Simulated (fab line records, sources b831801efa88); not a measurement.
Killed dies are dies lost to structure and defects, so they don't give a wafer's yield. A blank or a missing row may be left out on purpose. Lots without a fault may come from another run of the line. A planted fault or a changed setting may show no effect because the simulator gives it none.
Problem report in the 8D (eight disciplines) form, filled by code | flow gf180mcu | the parts of the form that need people (team, actions taken, sign-off) are left out

1. THE PROBLEM
LVPWELL_RS at GF_VT_IMPLANT_RS_MEAS_48 reads a mean of 1235.5 ohm/sq on 6 wafers of 2 lots; wafers without a fault read 1198.0 ohm/sq with a standard deviation of 3. That is +12 standard deviations from the usual mean.
The step: measures by four-point-probe.
First seen on wafer L632.1, day 13 15:38, on film_metro-04. The record holds 42 wafers of 14 lots with a number at this step. Rule for "out", or "out of limits": more than 4 standard deviations from the usual mean. The other wafers with a number count as sound.

2. WHAT IT IS AND WHAT IT IS NOT
question                    | is                           | is not
which readings at this step | LVPWELL_RS                   | -
which lots                  | L632, L633                   | L612, L614, L616, L617, L619, L620, L621, L622, L623, L625, L626, L628
which wafers of those lots  | all that have a number       | -
read on which gauges        | film_metro-02, film_metro-04 | film_metro-01
when                        | from day 13 15:38            | up to then (36 sound wafers)

3. SUSPECTS, AND WHAT RULES EACH OUT
Counting: a tool at a process step up to the reading stays a suspect if it ran every lot that is out and no sound lot after the first of them.
- the gauge at GF_VT_IMPLANT_RS_MEAS_48: ruled out. The wafers that are out were read on 2 gauges (film_metro-02, film_metro-04).
- implanter-04 at GF_LVPWELL_IMPLANT_08: kept. It ran every lot that is out, first L632 (day 8 23:04), and no sound lot after that; its last sound lot up to then is L622 (day 6 16:02). Its own readings are out on those wafers: beam_energy_keV.
Left after counting: implanter-04 at GF_LVPWELL_IMPLANT_08.

4. THE CAUSE (what the simulator had put in)
Process parameter drift: implanter-04, from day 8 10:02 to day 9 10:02, at GF_LVPWELL_IMPLANT_08. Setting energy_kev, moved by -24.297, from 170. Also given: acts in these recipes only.
Counting left only this tool.

5. THE CHAIN OF EFFECTS, in route order
Each row: a reading whose mean over the struck wafers that have a number lies more than 3 standard deviations from the usual. Only readings for which the record gives a usual standard deviation are gone through. hours: the time from each lot's start at the first step in this table that gives one to its start at this step, as a median over the lots. sigmas: the change in usual standard deviations.
hours | step                     | reading         | usual         | on struck wafers | change | sigmas
0     | GF_LVPWELL_IMPLANT_08    | beam_energy_keV | 169.99        | 145.66           | -24.33 | -99 or more
115   | GF_VT_IMPLANT_RS_MEAS_48 | LVPWELL_RS      | 1198.0 ohm/sq | 1235.5           | +37.5  | +12
The process steps in it:
- GF_LVPWELL_IMPLANT_08
Later measuring or inspecting steps at which every struck wafer that the step has a row for has a number for every such reading, and none has moved that far: GF_M2_THK_MEAS_06.

6. WHAT WOULD HAVE CAUGHT IT SOONER
In this record the first reading out of limits at a measuring or inspecting step was taken at day 13 15:38, 126 hours after the fault began at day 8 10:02.
The tool's own readings at GF_LVPWELL_IMPLANT_08 were out on every struck wafer that the step has a row for (beam_energy_keV): an alarm limit on them would have fired on the first of those.
All the lots that are out (2) had begun GF_LVPWELL_IMPLANT_08 on implanter-04 by day 13 15:38. A hold on the tool at that time would have spared none of them.
